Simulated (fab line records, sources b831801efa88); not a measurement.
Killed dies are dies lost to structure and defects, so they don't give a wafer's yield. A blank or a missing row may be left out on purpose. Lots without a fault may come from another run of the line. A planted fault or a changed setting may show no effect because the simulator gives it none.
Chamber matching | flow gf180mcu | GF_STI_ETCH_14 on rie_si-02: 4 sister chambers
The step etches Si in HBr/Cl2/O2, target depth 360 nm, time 102.9 s. 4 wafers are shown with their chamber, then 7 later ones without.

WAFERS WITH THEIR CHAMBER
wafer  | chamber | oes_product_au (a.u.)
L286.6 | 3       | 0.999
L293.4 | 0       | 1.003
L298.1 | 2       | 1.005
L298.2 | 1       | 0.986

WAFERS WITHOUT THEIR CHAMBER
wafer  | oes_product_au (a.u.)
L298.3 | 0.985
L301.1 | 1.011
L301.2 | 0.983
L301.5 | 1.007
L302.1 | 0.993
L302.4 | 1.011
L302.5 | 0.990

WHICH CHAMBER EACH WENT THROUGH
wafer  | from the rows above               | in truth
L298.3 | 1                                 | 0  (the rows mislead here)
L301.1 | can't be placed: 2 or 0 or 3      | 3
L301.2 | 1                                 | 1
L301.5 | can't be placed: 2 or 0 or 3      | 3
L302.1 | can't be placed: 3 or 1 or 0 or 2 | 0
L302.4 | can't be placed: 2 or 0 or 3      | 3
L302.5 | can't be placed: 1 or 3           | 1
Placed correctly: 1 of 7. Can't be placed from these rows: 5 (the true chamber is among the candidates in 5). Placed wrongly: 1.
How it was worked out, from the rows above alone: a wafer's distance from a chamber is the root of the sum, over the readings, of the square of ((its reading less the chamber's mean) divided by the reading's scatter). The wafer belongs to the nearest chamber; if the next one is less than 2 further off, it can't be placed. A chamber's mean is the mean of its shown wafers. The scatter: with one shown wafer a chamber, the root of the mean of the squares of how far each hidden wafer lies from its nearest shown one.
